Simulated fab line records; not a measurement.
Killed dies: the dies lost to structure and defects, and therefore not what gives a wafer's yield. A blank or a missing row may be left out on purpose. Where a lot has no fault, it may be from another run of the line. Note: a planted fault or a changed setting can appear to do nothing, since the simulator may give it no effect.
Which tool did it? | flow gf180mcu | 22 lots, 66 wafers sampled, at 6 steps of a route of 602

== WHAT EACH GAUGE READ, for each wafer ==
Not one reading of a measure or inspect step in the record can be checked against a usual standard deviation.

== EACH LOT AND THE TOOL THAT RAN IT (in order: tool; ch and the chambers of the sampled wafers; start) ==
lot  | GF_M2_METAL_ETCH_16               | GF_M2_STRIP_17                       | GF_V3_ETCH_16                      | GF_M4_SPUTTER_02             | GF_M4_SPUTTER_03             | GF_PASSIVATION_ETCH_11
L074 | rie-metal-04 ch 0,1, day 19 03:40 | plasma-asher-01 ch 0,1, day 19 03:47 | rie-diel-01 ch 2,3, day 22 08:04   | pvd-sputter-04, day 22 09:34 | pvd-sputter-04, day 22 09:35 | rie-diel-01 ch 0,2,3, day 28 21:52
L075 | rie-metal-04 ch 0,1, day 19 11:07 | plasma-asher-01 ch 0,1, day 19 11:14 | rie-diel-01 ch 0,1,3, day 22 14:57 | pvd-sputter-01, day 22 16:28 | pvd-sputter-01, day 22 16:29 | rie-diel-03 ch 1,2,3, day 29 03:02
L076 | rie-metal-04 ch 1, day 19 21:03   | plasma-asher-02 ch 0,1, day 19 21:10 | rie-diel-03 ch 1,2, day 23 00:18   | pvd-sputter-04, day 23 01:47 | pvd-sputter-04, day 23 01:49 | rie-diel-03 ch 2,3, day 29 11:05
L077 | rie-metal-04 ch 0,1, day 20 03:13 | plasma-asher-04 ch 0,1, day 20 03:20 | rie-diel-04 ch 0,3, day 23 05:44   | pvd-sputter-04, day 23 07:16 | pvd-sputter-04, day 23 07:17 | rie-diel-01 ch 0,2,3, day 29 14:50
L078 | rie-metal-03 ch 0,1, day 20 16:13 | plasma-asher-04 ch 1, day 20 16:20   | rie-diel-04 ch 0,1,3, day 23 19:24 | pvd-sputter-04, day 23 20:53 | pvd-sputter-04, day 23 20:55 | rie-diel-03 ch 1,2,3, day 30 03:10
L079 | rie-metal-03 ch 0,1, day 21 08:02 | plasma-asher-02 ch 0,1, day 21 08:10 | rie-diel-01 ch 0,1,3, day 24 09:28 | pvd-sputter-04, day 24 11:03 | pvd-sputter-04, day 24 11:05 | rie-diel-01 ch 1,2,3, day 30 13:50
L080 | rie-metal-04 ch 0,1, day 21 15:39 | plasma-asher-01 ch 0,1, day 21 15:47 | rie-diel-03 ch 2,3, day 24 17:00   | pvd-sputter-01, day 24 18:31 | pvd-sputter-01, day 24 18:33 | rie-diel-03 ch 1,2,3, day 30 21:34
L081 | rie-metal-01 ch 0,1, day 22 00:38 | plasma-asher-04 ch 0,1, day 22 00:46 | rie-diel-03 ch 0,2,3, day 25 01:25 | pvd-sputter-01, day 25 02:55 | pvd-sputter-01, day 25 02:56 | rie-diel-04 ch 2,3, day 31 02:58
L083 | rie-metal-04 ch 0,1, day 22 14:35 | plasma-asher-01 ch 0,1, day 22 14:43 | rie-diel-04 ch 2,3, day 25 12:17   | pvd-sputter-02, day 25 13:49 | pvd-sputter-02, day 25 13:50 | rie-diel-01 ch 0,1,3, day 31 13:37
L084 | rie-metal-03 ch 0,1, day 23 08:50 | plasma-asher-02 ch 0,1, day 23 08:57 | rie-diel-01 ch 0,3, day 26 07:13   | pvd-sputter-04, day 26 08:43 | pvd-sputter-04, day 26 08:44 | rie-diel-04 ch 0,1,3, day 32 03:41
L085 | rie-metal-01 ch 1, day 23 12:33   | plasma-asher-02 ch 0,1, day 23 12:41 | rie-diel-03 ch 0,1,2, day 26 09:38 | pvd-sputter-04, day 26 11:09 | pvd-sputter-04, day 26 11:11 | rie-diel-03 ch 1,2,3, day 32 05:17
L086 | rie-metal-01 ch 0,1, day 23 15:41 | plasma-asher-02 ch 0,1, day 23 15:49 | rie-diel-01 ch 0,1,2, day 26 13:03 | pvd-sputter-01, day 26 14:37 | pvd-sputter-01, day 26 14:39 | rie-diel-04 ch 0,3, day 32 10:20
L087 | rie-metal-04 ch 0,1, day 23 23:02 | plasma-asher-04 ch 0,1, day 23 23:10 | rie-diel-04 ch 0,3, day 26 18:34   | pvd-sputter-02, day 26 20:17 | pvd-sputter-02, day 26 20:19 | rie-diel-04 ch 0,3, day 32 15:16
L088 | rie-metal-01 ch 0,1, day 24 07:12 | plasma-asher-02 ch 0,1, day 24 07:20 | rie-diel-03 ch 0,2,3, day 27 02:28 | pvd-sputter-01, day 27 03:58 | pvd-sputter-01, day 27 03:59 | rie-diel-01 ch 1,2, day 32 18:32
L090 | rie-metal-03 ch 0,1, day 24 20:16 | plasma-asher-01 ch 0,1, day 24 20:24 | rie-diel-04 ch 1,2,3, day 27 14:44 | pvd-sputter-01, day 27 16:14 | pvd-sputter-01, day 27 16:16 | rie-diel-01 ch 1,2,3, day 33 05:58
L091 | rie-metal-01 ch 0, day 25 01:41   | plasma-asher-02 ch 0,1, day 25 01:49 | rie-diel-03 ch 0,2,3, day 27 20:36 | pvd-sputter-02, day 27 22:08 | pvd-sputter-02, day 27 22:10 | rie-diel-03 ch 0,2, day 33 10:34
L092 | rie-metal-04 ch 0,1, day 25 12:24 | plasma-asher-02 ch 0,1, day 25 12:32 | rie-diel-03 ch 1,2,3, day 28 07:01 | pvd-sputter-02, day 28 08:31 | pvd-sputter-02, day 28 08:32 | rie-diel-03 ch 1,2,3, day 33 18:19
L093 | rie-metal-03 ch 0,1, day 25 23:33 | plasma-asher-01 ch 0,1, day 25 23:41 | rie-diel-03 ch 0,2,3, day 28 15:53 | pvd-sputter-01, day 28 17:27 | pvd-sputter-01, day 28 17:29 | rie-diel-01 ch 0,3, day 34 02:08
L094 | rie-metal-04 ch 0,1, day 26 07:06 | plasma-asher-04 ch 0,1, day 26 07:14 | rie-diel-03 ch 0,2,3, day 28 22:22 | pvd-sputter-02, day 28 23:55 | pvd-sputter-02, day 28 23:57 | rie-diel-01 ch 0,2, day 34 05:10
L095 | rie-metal-04 ch 1, day 26 14:08   | plasma-asher-02 ch 0,1, day 26 14:18 | rie-diel-01 ch 0,1,2, day 29 07:10 | pvd-sputter-02, day 29 08:39 | pvd-sputter-02, day 29 08:41 | rie-diel-01 ch 0,1,2, day 34 13:48
L096 | rie-metal-01 ch 1, day 26 23:31   | plasma-asher-04 ch 0,1, day 26 23:47 | rie-diel-03 ch 1,3, day 29 13:45   | pvd-sputter-04, day 29 15:16 | pvd-sputter-04, day 29 15:18 | rie-diel-03 ch 1,2,3, day 34 19:19
L097 | rie-metal-04 ch 1, day 27 00:24   | plasma-asher-01 ch 0,1, day 27 00:40 | rie-diel-01 ch 0,1,3, day 29 14:16 | pvd-sputter-01, day 29 15:49 | pvd-sputter-01, day 29 15:50 | rie-diel-04 ch 0,1,2, day 34 18:58
- GF_M2_METAL_ETCH_16: etches the open film in Cl2/BCl3, stops on SiO2, target depth 750.8 nm, time 125.1 s.
- GF_M2_STRIP_17: strips in O2/N2.
- GF_V3_ETCH_16: etches BARC in N2/H2.
- GF_M4_SPUTTER_02: material AlCu, target thk 450 nm, time 23.9 s.
- GF_M4_SPUTTER_03: material Ti, target thk 10 nm, time 6.7 s.
- GF_PASSIVATION_ETCH_11: etches the open film in CF4/O2, stops on TiN, target depth 2040 nm, time 453.3 s.

== WHAT THE TOOLS THEMSELVES READ (means of the sampled wafers that have a number; where no wafer has one, the mark that the record gives instead) ==
GF_M2_METAL_ETCH_16. Usual: bcl3-flow-sccm 39.98 sccm, standard deviation 0.12; bias-w 140.1 W, standard deviation 0.43; drypump-motor-current-A 5.8 A, standard deviation 0.56; oes-product-au 0.991 a.u., standard deviation 0.0058; rf-fwd-power-W 795.5 W, standard deviation 2.9; throttle-valve-pct 28.229 %, standard deviation 0.011.
lot  | tool         | bcl3-flow-sccm (sccm) | bias-w (W) | drypump-motor-current-A (A) | oes-product-au (a.u.) | rf-fwd-power-W (W) | throttle-valve-pct (%) | flag
L074 | rie-metal-04 | 39.96                 | 139.8      | 5.3                         | 0.990                 | 793.2              | 28.230                 |
L075 | rie-metal-04 | 39.86                 | 140.1      | 5.3                         | 0.990                 | 796.5              | 28.231                 |
L076 | rie-metal-04 | 40.08                 | 140.0      | 5.6                         | 0.990                 | 794.8              | 28.228                 |
L077 | rie-metal-04 | 39.94                 | 140.2      | 5.1                         | 0.984                 | 796.6              | 28.240                 |
L078 | rie-metal-03 | 39.91                 | 140.0      | 6.2                         | 0.997                 | 797.1              | 28.232                 |
L079 | rie-metal-03 | 39.92                 | 140.7      | 6.2                         | 0.993                 | 797.0              | 28.218                 |
L080 | rie-metal-04 | 39.97                 | 140.0      | 5.4                         | 0.986                 | 795.1              | 28.232                 |
L081 | rie-metal-01 | 40.01                 | 139.7      | 6.4                         | 0.993                 | 792.9              | 28.234                 |
L083 | rie-metal-04 | 40.05                 | 139.8      | 5.4                         | 0.987                 | 799.5              | 28.222                 |
L084 | rie-metal-03 | 40.11                 | 140.7      | 6.2                         | 0.991                 | 796.8              | 28.223                 |
L085 | rie-metal-01 | 39.90                 | 140.0      | 6.4                         | 0.990                 | 797.0              | 28.222                 |
L086 | rie-metal-01 | 39.81                 | 140.0      | 6.3                         | 0.987                 | 794.9              | 28.233                 |
L087 | rie-metal-04 | 39.93                 | 140.2      | 5.4                         | 0.988                 | 795.2              | 28.231                 |
L088 | rie-metal-01 | 39.98                 | 140.0      | 6.4                         | 0.988                 | 793.0              | 28.224                 |
L090 | rie-metal-03 | 40.03                 | 139.9      | 6.2                         | 0.990                 | 794.7              | 28.232                 |
L091 | rie-metal-01 | 39.90                 | 140.3      | 6.3                         | 0.997                 | 795.2              | 28.220                 |
L092 | rie-metal-04 | 40.01                 | 139.7      | 5.4                         | 0.981                 | 795.6              | 28.238                 |
L093 | rie-metal-03 | 40.04                 | 140.2      | 6.2                         | 0.994                 | 791.5              | 28.227                 |
L094 | rie-metal-04 | 39.99                 | 139.9      | 5.3                         | 0.987                 | 797.6              | 28.238                 |
L095 | rie-metal-04 | 40.04                 | 139.7      | 5.6                         | 0.992                 | 793.3              | 28.224                 |
L096 | rie-metal-01 | 39.85                 | 140.1      | 6.4                         | 0.991                 | 793.3              | 28.229                 |
L097 | rie-metal-04 | 40.07                 | 140.4      | 5.6                         | 0.985                 | 797.3              | 28.226                 |

GF_M2_STRIP_17. Usual: drypump-motor-current-A 5.80 A, standard deviation 0.2; heater-power-w 332 W, standard deviation 18; oes-product-au 0.537 a.u., standard deviation 0.0052; platen-temp-c 250.02 C, standard deviation 0.16; strip-time-to-endpoint-s 7.38 s, standard deviation 0.044.
lot  | tool            | drypump-motor-current-A (A) | heater-power-w (W) | oes-product-au (a.u.) | platen-temp-c (C) | strip-time-to-endpoint-s (s) | flag
L074 | plasma-asher-01 | 5.96                        | 349                | 0.540                 | 249.84            | 7.37                         |
L075 | plasma-asher-01 | 5.88                        | 330                | 0.538                 | 249.85            | 7.38                         |
L076 | plasma-asher-02 | 5.76                        | 331                | 0.539                 | 250.06            | 7.37                         |
L077 | plasma-asher-04 | 5.66                        | 326                | 0.544                 | 250.05            | 7.41                         |
L078 | plasma-asher-04 | 5.60                        | 335                | 0.537                 | 250.19            | 7.37                         |
L079 | plasma-asher-02 | 5.76                        | 338                | 0.528                 | 249.90            | 7.32                         |
L080 | plasma-asher-01 | 5.95                        | 351                | 0.538                 | 249.97            | 7.43                         |
L081 | plasma-asher-04 | 5.62                        | 329                | 0.534                 | 249.93            | 7.37                         |
L083 | plasma-asher-01 | 5.86                        | 335                | 0.537                 | 250.16            | 7.39                         |
L084 | plasma-asher-02 | 5.93                        | 319                | 0.532                 | 250.17            | 7.33                         |
L085 | plasma-asher-02 | 5.91                        | 322                | 0.536                 | 250.06            | 7.34                         |
L086 | plasma-asher-02 | 5.76                        | 338                | 0.538                 | 250.01            | 7.34                         |
L087 | plasma-asher-04 | 5.61                        | 329                | 0.536                 | 250.09            | 7.37                         |
L088 | plasma-asher-02 | 5.89                        | 323                | 0.532                 | 250.00            | 7.31                         |
L090 | plasma-asher-01 | 5.84                        | 335                | 0.538                 | 250.05            | 7.38                         |
L091 | plasma-asher-02 | 5.77                        | 330                | 0.529                 | 250.18            | 7.30                         |
L092 | plasma-asher-02 | 5.93                        | 322                | 0.542                 | 250.02            | 7.43                         |
L093 | plasma-asher-01 | 5.92                        | 347                | 0.538                 | 249.99            | 7.45                         |
L094 | plasma-asher-04 | 5.66                        | 332                | 0.537                 | 250.01            | 7.42                         |
L095 | plasma-asher-02 | 5.91                        | 322                | 0.544                 | 249.90            | 7.39                         |
L096 | plasma-asher-04 | 5.62                        | 326                | 0.538                 | 250.13            | 7.37                         |
L097 | plasma-asher-01 | 5.87                        | 337                | 0.539                 | 249.94            | 7.41                         |

GF_V3_ETCH_16. Usual: bias-w 100.0 W, standard deviation 0.31; drypump-motor-current-A 5.7 A, standard deviation 0.34; oes-product-au 0.854 a.u., standard deviation 0.0044; rf-fwd-power-W 494.3 W, standard deviation 1.8; throttle-valve-pct 13.225 %, standard deviation 0.0091.
lot  | tool        | bias-w (W) | drypump-motor-current-A (A) | oes-product-au (a.u.) | rf-fwd-power-W (W) | throttle-valve-pct (%) | flag
L074 | rie-diel-01 | 99.9       | 5.6                         | 0.857                 | 493.7              | 13.222                 |
L075 | rie-diel-01 | 99.9       | 5.9                         | 0.851                 | 492.5              | 13.229                 |
L076 | rie-diel-03 | 99.9       | 5.4                         | 0.853                 | 494.5              | 13.224                 |
L077 | rie-diel-04 | 100.4      | 5.7                         | 0.855                 | 493.0              | 13.218                 |
L078 | rie-diel-04 | 99.8       | 5.9                         | 0.852                 | 494.8              | 13.221                 |
L079 | rie-diel-01 | 99.9       | 5.9                         | 0.852                 | 493.2              | 13.218                 |
L080 | rie-diel-03 | 99.8       | 6.0                         | 0.858                 | 494.9              | 13.218                 |
L081 | rie-diel-03 | 99.8       | 5.8                         | 0.854                 | 493.4              | 13.233                 |
L083 | rie-diel-04 | 100.2      | 5.2                         | 0.850                 | 497.3              | 13.229                 |
L084 | rie-diel-01 | 100.1      | 6.1                         | 0.856                 | 495.1              | 13.239                 |
L085 | rie-diel-03 | 100.0      | 5.5                         | 0.855                 | 495.6              | 13.233                 |
L086 | rie-diel-01 | 100.0      | 5.7                         | 0.858                 | 493.1              | 13.226                 |
L087 | rie-diel-04 | 99.6       | 5.7                         | 0.854                 | 496.5              | 13.234                 |
L088 | rie-diel-03 | 100.1      | 5.8                         | 0.854                 | 494.4              | 13.220                 |
L090 | rie-diel-04 | 100.1      | 5.6                         | 0.856                 | 494.9              | 13.210                 |
L091 | rie-diel-03 | 99.9       | 5.8                         | 0.856                 | 494.1              | 13.219                 |
L092 | rie-diel-03 | 99.9       | 5.7                         | 0.854                 | 494.3              | 13.220                 |
L093 | rie-diel-03 | 100.0      | 5.8                         | 0.852                 | 494.9              | 13.223                 |
L094 | rie-diel-03 | 100.1      | 5.8                         | 0.855                 | 494.6              | 13.223                 |
L095 | rie-diel-01 | 100.3      | 5.7                         | 0.851                 | 493.3              | 13.225                 |
L096 | rie-diel-03 | 99.5       | 5.9                         | 0.856                 | 495.1              | 13.231                 |
L097 | rie-diel-01 | 99.9       | 5.9                         | 0.853                 | 493.4              | 13.224                 |

GF_M4_SPUTTER_02. Usual: throttle-valve-pct 29.8 %, standard deviation 0.84.
lot  | tool           | throttle-valve-pct (%) | flag
L074 | pvd-sputter-04 | 29.7                   |
L075 | pvd-sputter-01 | 30.4                   |
L076 | pvd-sputter-04 | 29.3                   |
L077 | pvd-sputter-04 | 29.6                   |
L078 | pvd-sputter-04 | 29.5                   |
L079 | pvd-sputter-04 | 29.7                   |
L080 | pvd-sputter-01 | 30.3                   |
L081 | pvd-sputter-01 | 29.7                   |
L083 | pvd-sputter-02 | 29.1                   |
L084 | pvd-sputter-04 | 29.3                   |
L085 | pvd-sputter-04 | 29.5                   |
L086 | pvd-sputter-01 | 30.4                   |
L087 | pvd-sputter-02 | 29.0                   |
L088 | pvd-sputter-01 | 29.9                   |
L090 | pvd-sputter-01 | 30.8                   |
L091 | pvd-sputter-02 | 29.3                   |
L092 | pvd-sputter-02 | 29.5                   |
L093 | pvd-sputter-01 | 30.7                   |
L094 | pvd-sputter-02 | 29.8                   |
L095 | pvd-sputter-02 | 29.2                   |
L096 | pvd-sputter-04 | 29.8                   |
L097 | pvd-sputter-01 | 29.9                   |

GF_M4_SPUTTER_03. Usual: throttle-valve-pct 29.8 %, standard deviation 0.85.
lot  | tool           | throttle-valve-pct (%) | flag
L074 | pvd-sputter-04 | 29.5                   |
L075 | pvd-sputter-01 | 30.4                   |
L076 | pvd-sputter-04 | 29.3                   |
L077 | pvd-sputter-04 | 29.7                   |
L078 | pvd-sputter-04 | 29.3                   |
L079 | pvd-sputter-04 | 29.7                   |
L080 | pvd-sputter-01 | 30.3                   |
L081 | pvd-sputter-01 | 29.9                   |
L083 | pvd-sputter-02 | 29.1                   |
L084 | pvd-sputter-04 | 29.4                   |
L085 | pvd-sputter-04 | 29.3                   |
L086 | pvd-sputter-01 | 30.5                   |
L087 | pvd-sputter-02 | 29.0                   |
L088 | pvd-sputter-01 | 29.8                   |
L090 | pvd-sputter-01 | 30.7                   |
L091 | pvd-sputter-02 | 29.3                   |
L092 | pvd-sputter-02 | 29.7                   |
L093 | pvd-sputter-01 | 30.7                   |
L094 | pvd-sputter-02 | 29.7                   |
L095 | pvd-sputter-02 | 29.2                   |
L096 | pvd-sputter-04 | 29.5                   |
L097 | pvd-sputter-01 | 29.9                   |

GF_PASSIVATION_ETCH_11. Usual: bias-w 150.0 W, standard deviation 0.49; drypump-motor-current-A 5.7 A, standard deviation 0.35; oes-product-au 0.990 a.u., standard deviation 0.006; rf-fwd-power-W 798.7 W, standard deviation 2.6; throttle-valve-pct 5.967 %, standard deviation 0.0083.
lot  | tool        | bias-w (W) | drypump-motor-current-A (A) | oes-product-au (a.u.) | rf-fwd-power-W (W) | throttle-valve-pct (%) | flag
L074 | rie-diel-01 | 150.2      | 5.8                         | 0.985                 | 799.8              | 5.969                  |
L075 | rie-diel-03 | 149.9      | 5.7                         | 0.988                 | 800.2              | 5.962                  |
L076 | rie-diel-03 | 149.9      | 6.0                         | 0.997                 | 801.6              | 5.970                  |
L077 | rie-diel-01 | 149.6      | 5.8                         | 0.990                 | 801.3              | 5.965                  |
L078 | rie-diel-03 | 150.7      | 5.7                         | 0.992                 | 799.5              | 5.966                  |
L079 | rie-diel-01 | 149.4      | 5.6                         | 0.992                 | 800.6              | 5.967                  |
L080 | rie-diel-03 | 149.5      | 5.7                         | 0.992                 | 797.0              | 5.968                  |
L081 | rie-diel-04 | 149.8      | 5.4                         | 0.987                 | 798.6              | 5.957                  |
L083 | rie-diel-01 | 150.0      | 5.9                         | 0.987                 | 797.9              | 5.969                  |
L084 | rie-diel-04 | 149.9      | 5.9                         | 0.994                 | 798.1              | 5.968                  |
L085 | rie-diel-03 | 149.7      | 5.7                         | 0.989                 | 797.1              | 5.957                  |
L086 | rie-diel-04 | 149.5      | 5.7                         | 0.993                 | 798.3              | 5.971                  |
L087 | rie-diel-04 | 150.2      | 5.8                         | 0.993                 | 794.9              | 5.964                  |
L088 | rie-diel-01 | 150.0      | 5.6                         | 0.988                 | 797.1              | 5.975                  |
L090 | rie-diel-01 | 149.9      | 5.6                         | 0.991                 | 798.4              | 5.961                  |
L091 | rie-diel-03 | 150.4      | 5.6                         | 0.990                 | 797.2              | 5.964                  |
L092 | rie-diel-03 | 149.8      | 5.7                         | 0.991                 | 797.8              | 5.966                  |
L093 | rie-diel-01 | 150.1      | 5.9                         | 0.988                 | 799.4              | 5.967                  |
L094 | rie-diel-01 | 149.9      | 5.9                         | 0.992                 | 797.9              | 5.969                  |
L095 | rie-diel-01 | 150.1      | 5.7                         | 0.989                 | 797.5              | 5.967                  |
L096 | rie-diel-03 | 150.2      | 5.7                         | 0.986                 | 797.3              | 5.972                  |
L097 | rie-diel-04 | 150.1      | 5.7                         | 0.992                 | 797.7              | 5.971                  |

== THE ANSWER, worked out from the rows above alone ==
Rule: a lot counts as off when the mean over its wafers that have a number is more than 3 standard deviations away from the usual mean. A lot without any number at a reading at which 4 lots or more have one is off too. The other lots that the step has rows for count as sound. Order of review: gauges by route order, followed by the tools' own readings, for which a lot's mean as printed above is used. At the first step where some lot is off, the reading lying furthest off is the one used; lots without a number count as furthest.
None of the lots is off at any reading shown; this tells nothing.

== WHAT THE SIMULATOR HAD INSERTED ==
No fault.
